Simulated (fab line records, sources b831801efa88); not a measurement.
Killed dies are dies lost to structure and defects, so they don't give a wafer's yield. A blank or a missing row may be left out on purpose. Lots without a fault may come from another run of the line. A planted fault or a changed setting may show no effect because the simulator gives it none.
Tool commonality check | flow sky130 | 13 lots, 39 wafers sampled

WHY IT WAS OPENED
At SKY_SONOS_TUNNEL_CD_MEAS_07 the reading cd_nm is flagged on 2 of 13 lots. Wafers without a fault read 411.3 nm, standard deviation 2.2.
Rule: a lot is flagged when every wafer of it that has a number lies more than 4 standard deviations from that mean, or none has a number. The other lots count as sound.

lot  | measured     | on        | cd_nm (nm), wafer by wafer | flag
L876 | day 10 23:58 | cd_sem-02 | 409.7 410.0 409.7          |
L880 | day 12 13:45 | cd_sem-01 | 412.1 413.0 412.1          |
L881 | day 13 09:57 | cd_sem-02 | 408.8 407.8 407.4          |
L882 | day 13 18:12 | cd_sem-01 | 408.2 407.8 410.1          |
L885 | day 14 15:52 | cd_sem-01 | 411.6 412.0 411.8          |
L887 | day 15 08:31 | cd_sem-01 | 413.7 412.0 412.8          |
L886 | day 15 10:45 | cd_sem-02 | 413.9 413.5 412.2          |
L891 | day 16 18:36 | cd_sem-02 | 413.6 414.8 413.4          |
L893 | day 16 23:20 | cd_sem-01 | 430.2 428.0 430.0          | FLAGGED
L895 | day 17 17:55 | cd_sem-01 | 430.0 428.8 427.8          | FLAGGED
L897 | day 18 04:39 | cd_sem-01 | 411.8 411.5 410.1          |
L898 | day 18 14:36 | cd_sem-02 | 413.4 414.2 411.5          |
L899 | day 19 00:25 | cd_sem-01 | 413.1 410.9 411.5          |
The numbers of the flagged lots are 429.1 nm on average: +17.8 nm against the usual, or +8 standard deviations.

WHICH TOOL RAN EACH LOT
The record holds 1 process step before the reading, out of a route of 708 steps. In each cell: the tool, then ch and the chambers that the sampled wafers went through, then the start.
lot  | flag    | SKY_SONOS_TUNNEL_DEVELOP_06
L876 |         | litho_track-03 ch 0, day 10 23:49
L880 |         | litho_track-01 ch 0, day 12 13:33
L881 |         | litho_track-01 ch 0, day 13 09:48
L882 |         | litho_track-01 ch 0, day 13 18:03
L885 |         | litho_track-04 ch 0, day 14 15:43
L887 |         | litho_track-03 ch 0, day 15 08:22
L886 |         | litho_track-03 ch 0, day 15 10:37
L891 |         | litho_track-01 ch 0, day 16 18:27
L893 | FLAGGED | litho_track-01 ch 0, day 16 23:11
L895 | FLAGGED | litho_track-01 ch 0, day 17 17:46
L897 |         | litho_track-04 ch 0, day 18 04:30
L898 |         | litho_track-04 ch 0, day 18 14:27
L899 |         | litho_track-03 ch 0, day 19 00:16
What these steps do:
- SKY_SONOS_TUNNEL_DEVELOP_06: develop time 60 s.
- SKY_SONOS_TUNNEL_CD_MEAS_07: target cd 410 nm.

FLAGGED OVER TOTAL, TOOL BY TOOL (the gauges that took the reading come last)
step                        | tool           | lots run | flagged | share of the flagged lots | sound lots run after its first flagged lot
SKY_SONOS_TUNNEL_DEVELOP_06 | litho_track-01 | 6        | 2       | all                       | 0
SKY_SONOS_TUNNEL_DEVELOP_06 | litho_track-03 | 4        | 0       | none                      | -
SKY_SONOS_TUNNEL_DEVELOP_06 | litho_track-04 | 3        | 0       | none                      | -
SKY_SONOS_TUNNEL_CD_MEAS_07 | cd_sem-01      | 8        | 2       | all                       | 2 (L897,L899)
SKY_SONOS_TUNNEL_CD_MEAS_07 | cd_sem-02      | 5        | 0       | none                      | -

WHAT THE TABLE ALLOWS
2 rows of the table ran every flagged lot: litho_track-01 at SKY_SONOS_TUNNEL_DEVELOP_06, cd_sem-01 at SKY_SONOS_TUNNEL_CD_MEAS_07.
- litho_track-01 at SKY_SONOS_TUNNEL_DEVELOP_06: 2 of its 6 lots flagged. Its last sound lot is L891 (day 16 18:27), its first flagged lot L893 (day 16 23:11): a fault that began between those two fits.
- cd_sem-01 at SKY_SONOS_TUNNEL_CD_MEAS_07: 2 of its 8 lots flagged. Sound lots ran on it after the first flagged one (L897, L899), which a lasting fault on the whole tool wouldn't allow.
One tool is left: litho_track-01 at SKY_SONOS_TUNNEL_DEVELOP_06.

WHAT THE SIMULATOR HAD PUT IN
Process parameter drift: litho_track-01, from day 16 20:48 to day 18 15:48, at SKY_SONOS_TUNNEL_DEVELOP_06. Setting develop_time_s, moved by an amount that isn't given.
Lots struck among those shown: L893, L895. The rule above found the same.
